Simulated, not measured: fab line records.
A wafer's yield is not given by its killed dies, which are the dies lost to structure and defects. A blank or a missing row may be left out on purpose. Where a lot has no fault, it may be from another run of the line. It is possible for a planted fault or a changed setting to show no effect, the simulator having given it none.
Which of the tools did it? || flow gf180mcu || at 1 step of a route of 602, 7 lots with 20 wafers sampled

## WHAT THE GAUGES SHOWED, per wafer
GF_MVPSD_OVL_MEAS_07.
{"lot": "L815", "measured": "day 5 11:59", "on": "overlay-02", "MVPSD_OVL (nm)": "-0.8 1.6 1.2"}
{"lot": "L817", "measured": "day 6 00:35", "on": "overlay-02", "MVPSD_OVL (nm)": "1.7 0.2 0.8"}
{"lot": "L819", "measured": "day 6 17:59", "on": "overlay-02", "MVPSD_OVL (nm)": "0.8 3.6 1.9"}
{"lot": "L821", "measured": "day 6 19:50", "on": "overlay-02", "MVPSD_OVL (nm)": "2.6 1.4 -1.4"}
{"lot": "L830", "measured": "day 8 23:41", "on": "overlay-02", "MVPSD_OVL (nm)": "1.6 2.5"}
{"lot": "L832", "measured": "day 9 13:42", "on": "overlay-01", "MVPSD_OVL (nm)": "0.1 0.0 0.0"}
{"lot": "L836", "measured": "day 10 12:14", "on": "overlay-02", "MVPSD_OVL (nm)": "-1.2 -1.6 -0.2"}

## WHAT TOOL EACH LOT RAN ON (gives the tool, then ch and the chambers of the sampled wafers, and finally the start)
Record: no process step prior to these readings.

## THE ANSWER, worked out from the rows above alone
Rule: the usual values come from the lots themselves. Put in order of their means at a reading, lots are off if they are a third of the lots or fewer, leave a main group of 4 or more, and stand apart from it by a gap of 3 or more times the standard deviation of the main group's means; of several such gaps the widest counts. A main group is skipped when, at the precision printed for the reading in the tables above, its means are all equal. A lot without any number at a reading at which 4 lots or more have one is off too. Any other lot the step has rows for is counted as sound.
No lot is off at any reading shown: from this, nothing can be told.

## WHAT THE SIMULATOR HAD INSERTED
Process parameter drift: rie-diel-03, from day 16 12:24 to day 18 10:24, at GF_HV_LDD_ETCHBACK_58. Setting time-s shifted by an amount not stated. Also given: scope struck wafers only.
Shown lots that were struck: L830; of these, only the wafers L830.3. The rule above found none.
